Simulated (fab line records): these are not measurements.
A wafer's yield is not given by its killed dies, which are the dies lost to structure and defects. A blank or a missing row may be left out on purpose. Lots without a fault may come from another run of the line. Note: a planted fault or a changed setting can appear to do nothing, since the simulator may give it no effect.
The tool behind it: which one? | flow sky130 | 36 wafers sampled from 12 lots at 1 step of a route of 708

== WHAT EACH GAUGE READ, for each wafer ==
SKY_NWELL_TW_MEAS_26.
lot  | measured     | on            | NWELL_2_TW
L837 | day 5 03:05  | film-metro-03 | 501.4 500.6 503.0
L840 | day 6 05:05  | film-metro-04 | 500.8 498.8 498.3
L841 | day 6 09:49  | film-metro-04 | 499.4 499.3 501.5
L842 | day 6 16:40  | film-metro-02 | 500.6 501.8 502.0
L850 | day 8 13:57  | film-metro-04 | 500.8 502.8 502.0
L852 | day 9 03:38  | film-metro-02 | 502.6 501.2 502.4
L853 | day 9 11:04  | film-metro-03 | 494.8 496.0 495.9
L854 | day 9 16:09  | film-metro-02 | 500.9 501.4 501.7
L856 | day 10 08:37 | film-metro-04 | 500.8 497.1 499.0
L857 | day 10 12:11 | film-metro-04 | 499.7 501.4 500.0
L858 | day 10 18:28 | film-metro-03 | 496.0 493.5 493.1
L859 | day 10 23:25 | film-metro-04 | 505.4 500.0 503.3

== EACH LOT AND THE TOOL THAT RAN IT (in order: tool; ch and the chambers of the sampled wafers; start) ==
The record holds no process step before these readings.

== AS READ BY THE TOOLS THEMSELVES (means over the sampled wafers that have a number; for cases with no such wafer, the mark the record gives instead) ==
The record holds no such reading with a usual standard deviation.

== THE ANSWER, worked out from the rows above alone ==
Rule: usual is defined by the lots themselves. Put in order of their means at a reading, lots are off if they are a third of the lots or fewer, leave a main group of 4 or more, and stand apart from it by a gap of 3 or more times the standard deviation of the main group's means; of several such gaps the widest counts. If all means in a main group match to the digits the tables above print for the reading, that group is not used. A lot without any number at a reading at which 4 lots or more have one is off too. Any other lot the step has rows for is counted as sound. First the gauges in route order, then the tools' own readings, where a lot's mean is used as printed above. The first step at which some lot is off is used, and at that step the reading that is off furthest; a lot without a number counts as furthest.
No lot is off on any of the readings shown, so nothing can be concluded from this.

== WHAT THE SIMULATOR PUT IN ==
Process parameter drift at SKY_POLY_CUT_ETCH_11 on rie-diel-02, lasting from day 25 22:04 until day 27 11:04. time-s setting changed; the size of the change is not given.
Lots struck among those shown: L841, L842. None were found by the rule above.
